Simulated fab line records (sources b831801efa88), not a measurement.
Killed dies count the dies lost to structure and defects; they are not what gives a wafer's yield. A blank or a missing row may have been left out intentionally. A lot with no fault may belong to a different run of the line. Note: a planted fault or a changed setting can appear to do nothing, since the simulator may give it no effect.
A single fault, viewed from 2 desks ; flow gf180mcu ; each desk holds nothing but its own numbers, with what lay behind them at the end

TOOL OWNER'S DESK, lpcvd-02
The tool's own readings at GF_HV_LDD_CVD_56 (deposits Si3N4 from DCS/NH3, target thk 90 nm, time 1543 s): means of the sampled wafers that have a number, for each lot that ran on this tool. Any lot whose mean is over 4 standard deviations away from the usual mean is out of limits and marked OUT; that distance is given in the brackets.
Columns: A = spikeTcBottomC at GF_HV_LDD_CVD_56, usual 790 C; B = spikeTcCentreC at GF_HV_LDD_CVD_56, usual 770.3 C; C = spikeTcLowerC at GF_HV_LDD_CVD_56, usual 771.5 C; D = spikeTcTopC at GF_HV_LDD_CVD_56, usual 785 C; E = spikeTcUpperC at GF_HV_LDD_CVD_56, usual 770.0 C; F = susceptorTempC at GF_HV_LDD_CVD_56, usual 770.0 C
lot;first seen here;A;B;C;D;E;F
L504;day 12 22:02;790;770.9;772.5;790;769.1;770.0
L506;day 13 11:46;788;770.8;769.8;782;769.6;770.5
L509;day 14 06:43;788;770.3;770.2;782;769.8;770.4
L511;day 15 04:07;791;769.0;772.8;789;769.9;769.7
L512;day 15 10:23;790;769.6;772.3;790;769.4;769.5
L520;day 18 02:26;768 (-6.8) OUT;750.0 (-17) OUT;748.2 (-16) OUT;763 (-6.6) OUT;749.0 (-21) OUT;749.5 (-62) OUT
L522;day 18 22:52;770 (-6.1) OUT;749.8 (-17) OUT;751.4 (-13) OUT;770 (-4.5) OUT;749.4 (-21) OUT;749.7 (-62) OUT
Finding of this desk: L520, L522 out of limits; the first was L520 at day 18 02:26, on spikeTcBottomC at GF_HV_LDD_CVD_56. In limits: L504, L506, L509, L511, L512.

THE METROLOGY DESK
What the gauges read, lot by lot, whatever tool the lot ran on: means of the sampled wafers that have a number. Any lot whose mean is over 4 standard deviations away from the usual mean is out of limits and marked OUT; that distance is given in the brackets.
Columns: A = VT_IMPLANT_02_OVL at GF_VT_IMPLANT_OVL_MEAS_29, usual 0.2 nm; B = HV_LDD_TW at GF_HV_LDD_TW_MEAS_11, usual 2391; C = HV_LDD_CVD_56_THK at GF_HV_LDD_THK_MEAS_57, usual 89.8 nm
lot;first seen here;A;B;C
L504;day 7 04:20;0.8;2389;90.7
L506;day 7 17:38;-0.6;2424;90.4
L508;day 8 03:39;1.2;2374;91.1
L509;day 8 06:38;0.9;2398;88.3
L511;day 8 23:08;0.0;2391;88.7
L512;day 9 04:32;-0.2;2392;88.7
L514;day 9 19:44;-0.5;2434;90.2
L520;day 11 10:23;1.3;2376;60.7 (-35) OUT
L522;day 11 21:39;0.7;2373;59.8 (-36) OUT
L523;day 12 03:14;-0.1;2386;90.0
L525;day 12 17:26;-1.1;2356;89.7
L527;day 13 03:52;0.8;2361;89.7
This desk's finding: out of limits on L520, L522; first on L520, day 18 03:53 (HV_LDD_CVD_56_THK at GF_HV_LDD_THK_MEAS_57). In limits: L504, L506, L508, L509, L511, L512, L514, L523, L525, L527.

TAKEN TOGETHER
At day 18 02:26, on L520, L522, the tool owner's desk was in a position to raise an alarm.
The metrology desk could have raised an alarm at day 18 03:53, on L520, L522.
The lots listed all ran GF_HV_LDD_CVD_56 on lpcvd-02.

WHAT THE SIMULATOR HAD INSERTED
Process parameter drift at GF_HV_LDD_CVD_56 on lpcvd-02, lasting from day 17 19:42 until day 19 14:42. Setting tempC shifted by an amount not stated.
Struck lots among those shown: L520, L522.
Fault start to first reading out of limits, in hours, per desk: tool owner, 7; metrology, 8.
